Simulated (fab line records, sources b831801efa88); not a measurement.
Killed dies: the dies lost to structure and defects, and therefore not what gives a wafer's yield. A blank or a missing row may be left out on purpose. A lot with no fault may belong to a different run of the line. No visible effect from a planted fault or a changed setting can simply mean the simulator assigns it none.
Comparing a struck lot with a sound one -- flow sky130 -- 17 steps out of a route of 708
Sound: these wafers, L314.3, L314.5, L314.6. Wafers struck: L324.1, L324.2, L324.6. The cause comes at the end.
At each step with rows: each side's tool, then ch and its chambers, then its first start. Under that, the readings that differ: sound wafers -- struck wafers -- difference of the means -- sigmas: that difference in standard deviations of wafers without a fault.
alike: a reading whose means differ by less than 2 such deviations, as well as words and numbers matching on both sides. not compared: withheld readings; readings where some wafer has no value; bounds like >300 that might hide an equal value; numbers whose values overlap and for which the record gives no deviation.
The two part at a step that has a row with sigmas, a row that says differs or no value, or rows on one side only. When numbers do not overlap yet have no deviation, they are printed without sigmas and do not part them. Lack of a reading on every wafer of one side parts them only where that side has two or more wafers.

first, 1 step without rows for these wafers: SKY_VT_ADJUST_NCORE_IMPLANT_09.
SKY_VT_ADJUST_NCORE_STRIP_10: strips in O2/N2.
  sound on plasma_asher-03 ch 0,1, day 10 04:08; struck on plasma_asher-02 ch 0,1, day 13 07:09
  alike: drypump_motor_current_A, oes_product_au, strip_time_to_endpoint_s
  not compared: rf_hours_counter_h
SKY_VT_ADJUST_NCORE_TW_MEAS_11:
  sound on film_metro-01, day 10 04:14; struck on film_metro-01, day 13 07:15
  alike: VT_ADJUST_NCORE_TW
then, 7 steps without rows for these wafers: SKY_VT_ADJUST_HVTR_DEHYDRATE_00 (time 60 s); SKY_VT_ADJUST_HVTR_HMDS_01 (prime time 60 s); SKY_VT_ADJUST_HVTR_COAT_02 (resist thk 1140 nm); SKY_VT_ADJUST_HVTR_SOFTBAKE_03 (time 60 s); SKY_VT_ADJUST_HVTR_EXPOSE_04 (exposes mask HVTRM, target cd 380 nm); SKY_VT_ADJUST_HVTR_PEB_05; SKY_VT_ADJUST_HVTR_DEVELOP_06 (develop time 60 s).
SKY_VT_ADJUST_HVTR_CD_MEAS_07 targets a cd of 380 nm.
  sound on cd_sem-01, day 11 02:26; struck on cd_sem-01, day 14 08:38
  alike: cd_nm
SKY_VT_ADJUST_HVTR_OVL_MEAS_08:
  sound on overlay-02, day 11 02:32; struck on overlay-02, day 14 08:46
  alike: VT_ADJUST_HVTR_OVL
SKY_VT_ADJUST_HVTR_IMPLANT_09:
  sound on implanter-02 ch 0, day 11 02:37; struck on implanter-02 ch 0, day 14 08:48
reading,sound,struck,difference,sigmas
dose_ions_cm2,2.1024e+12 2.1e+12 2.1033e+12,1.3853e+12 1.3919e+12 1.3897e+12,-7.1293e+11,-99 or more
faraday_current_uA,11.89 11.88 12.23,7.78 7.55 7.45,-4.41,-19
SKY_VT_ADJUST_HVTR_STRIP_10: strips in O2/N2.
  sound on plasma_asher-04 ch 0,1, day 11 02:44; struck on plasma_asher-03 ch 0,1, day 14 08:57
  alike: drypump_motor_current_A, oes_product_au, strip_time_to_endpoint_s
  not compared: rf_hours_counter_h
SKY_VT_ADJUST_HVTR_TW_MEAS_11:
  sound on film_metro-01, day 11 02:50; struck on film_metro-01, day 14 09:03
reading,sound,struck,difference,sigmas
VT_ADJUST_HVTR_TW,209.4 209.6 208.9,186.4 186.5 186.1,-23.0,-10
then, 1 step without rows for these wafers: SKY_VT_ADJUST_PCH_DEHYDRATE_00 (time 60 s).
-- a jump in the record: the struck wafers' starts before and after are 35 days apart (it breaks off in module VT_ADJUST_PCH and resumes in module PAD_OPEN, where the first step shown is number 708 of the route) --
SKY_PAD_OPEN_PROBE_99:
  sound on prober-01, day 47 09:19; struck on prober-01, day 49 17:11
reading,sound,struck,difference,sigmas
killed_at_contacts,27 30 30,15 23 19,-10,-2
model.etest.pfet_01v8_mvt.drive_ua_um,159.7 155.8 155.9,139.9 142.2 136.6,-17.6,
model.etest.pfet_01v8_mvt.off_log10_a_um,-10.32 -10.4 -10.48,-11.86 -11.71 -11.96,-1.44,
model.etest.pfet_01v8_mvt.vt_sat_v (V),-0.543 -0.5579 -0.5515,-0.6594 -0.6401 -0.6636,-0.1036,
model.etest.pfet_01v8_mvt.vt_v (V),-0.6434 -0.6505 -0.6475,-0.7265 -0.7123 -0.7282,-0.0752,
model.etest.pfet_01v8_mvt.vt_long_v (V),-0.8582 -0.8586 -0.862,-0.9206 -0.9181 -0.9225,-0.0608,
  alike: killed_at_M0_to_M3, killed_at_M4_up, killed_at_front_end, killed_at_other, killed_dies, killed_open, killed_short

WHERE THEY PART
First at SKY_VT_ADJUST_HVTR_IMPLANT_09; last, within this record, at SKY_PAD_OPEN_PROBE_99.

WHY: what the simulator had put in
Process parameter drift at SKY_VT_ADJUST_HVTR_IMPLANT_09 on implanter-02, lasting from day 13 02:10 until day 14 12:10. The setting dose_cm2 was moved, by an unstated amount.
